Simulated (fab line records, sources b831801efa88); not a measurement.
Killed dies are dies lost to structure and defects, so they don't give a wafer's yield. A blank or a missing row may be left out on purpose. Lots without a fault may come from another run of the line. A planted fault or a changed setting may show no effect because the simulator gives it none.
A struck lot beside a sound one | flow gf180mcu | 23 steps out of a route of 602
Sound: wafers L425.3, L425.5, L425.6. Struck: wafers L439.1, L439.3, L439.5. The cause comes at the end.
At each step with rows: each side's tool, then ch and its chambers, then its first start. Under that, the readings that differ: sound wafers | struck wafers | difference of the means | sigmas: that difference in standard deviations of wafers without a fault.
alike: readings whose means differ by less than 2 such deviations, and words and numbers that are the same on both sides. not compared: withheld readings, readings that some wafer has no value for, bounds like >300 that may hide the same value, and numbers for which the record gives no deviation and whose values overlap.
The two part at a step that has a row with sigmas, a row that says differs or no value, or rows on one side only. Numbers that don't overlap but have no deviation are shown without sigmas and don't part them. A reading that every wafer of one side lacks parts them only if that side has two wafers or more.

GF_V4_RS_MEAS_24: measures by four-point-probe.
  sound on film_metro-01, day 24 09:24; struck on film_metro-04, day 29 00:41
  alike: V4_W_RS
GF_V4_THK_MEAS_25: measures by xrf.
  sound on film_metro-01, day 24 09:30; struck on film_metro-04, day 29 00:49
  alike: V4_W_THK
then, 1 step without rows for these wafers: GF_V4_CMP_26 (polishes, stops on SiO2, t overpolish 15 s, target thk 0 nm).
GF_MIM_SPUTTER_00: material Ti, target thk 37.5 nm, time 150 s.
  sound on pvd_sputter-02, day 24 09:50; struck on pvd_sputter-04, day 29 01:10
  alike: cathode_dc_power_W, chamber_pressure_pa, throttle_valve_pct
then, 4 steps without rows for these wafers: GF_MIM_SPUTTER_01 (material TiN, target thk 30 nm, time 25 s); GF_MIM_SPUTTER_02 (material AlCu, target thk 450 nm, time 23.9 s); GF_MIM_SPUTTER_03 (material Ti, target thk 10 nm, time 6.7 s); GF_MIM_SPUTTER_04 (material TiN, target thk 50 nm, time 41.7 s).
GF_MIM_CVD_05: deposits Si3N4, target thk 42 nm, time 29.086 s.
  sound on pecvd-03 ch 0,2, day 24 10:04; struck on pecvd-04 ch 0,2, day 29 01:23
  alike: heater_power_w
GF_MIM_THK_MEAS_06:
  sound on film_metro-03, day 24 10:07; struck on film_metro-03, day 29 01:25
  alike: MIM_CVD_05_THK
GF_MIM_SPUTTER_07: material TiN, target thk 60 nm, time 50 s.
  sound on pvd_sputter-03, day 24 10:10; struck on pvd_sputter-03, day 29 01:29
  alike: cathode_dc_power_W, chamber_pressure_pa, throttle_valve_pct
GF_MIM_SPUTTER_08: material AlCu, target thk 200 nm, time 10.6 s.
  sound on pvd_sputter-03, day 24 10:12; struck on pvd_sputter-03, day 29 01:31
  alike: cathode_dc_power_W, chamber_pressure_pa, throttle_valve_pct
GF_MIM_SPUTTER_09: material TiN, target thk 35 nm, time 29.2 s.
  sound on pvd_sputter-03, day 24 10:13; struck on pvd_sputter-03, day 29 01:33
  no value came back on the struck wafers for cathode_dc_power_W (W), chamber_pressure_pa (Pa), throttle_valve_pct (%); on the sound wafers cathode_dc_power_W (W) reads 6500.1 6500.1 6497.6
GF_MIM_THK_MEAS_11: measures by xrf.
  sound on film_metro-02, day 24 10:24; struck on film_metro-04, day 29 01:42
  reading           | sound             | struck            | difference | sigmas
  MIM_ALCU_THK (nm) | 198.7 196.2 199.4 | 211.2 212.3 211.0 | +13.4      | +7
then, 7 steps without rows for these wafers: GF_MIM_DEHYDRATE_12 (time 60 s); GF_MIM_HMDS_13 (prime time 60 s); GF_MIM_COAT_14 (resist thk 1000 nm); GF_MIM_SOFTBAKE_15 (time 60 s); GF_MIM_EXPOSE_16 (exposes mask FuseTop, target cd 2000 nm); GF_MIM_PEB_17; GF_MIM_DEVELOP_18 (develop time 60 s).
GF_MIM_METAL_ETCH_19: etches the open film in Cl2/BCl3, stops on Si3N4, target depth 324.5 nm, time 54.1 s.
  sound on rie_metal-04 ch 1, day 25 07:37; struck on rie_metal-01 ch 0,1, day 29 20:04
  reading                | sound                | struck               | difference | sigmas
  oes_product_au (a.u.)  | 0.943 0.937 0.947    | 1.004 0.996 0.994    | +0.056     | +9
  throttle_valve_pct (%) | 28.292 28.278 28.277 | 28.214 28.237 28.228 | -0.056     | -6
  alike: drypump_motor_current_A
  not compared: rf_hours_counter_h
GF_MIM_STRIP_20: strips in O2/N2.
  sound on plasma_asher-01 ch 0,1, day 25 07:44; struck on plasma_asher-02 ch 0,1, day 29 20:08
  alike: drypump_motor_current_A, heater_power_w, oes_product_au, platen_temp_c, strip_time_to_endpoint_s
  not compared: rf_hours_counter_h

WHERE THEY PART
First at GF_MIM_SPUTTER_09; last, within this record, at GF_MIM_METAL_ETCH_19. Later steps at which nothing parts them and some readings are alike: GF_MIM_STRIP_20.

WHY: what the simulator had put in
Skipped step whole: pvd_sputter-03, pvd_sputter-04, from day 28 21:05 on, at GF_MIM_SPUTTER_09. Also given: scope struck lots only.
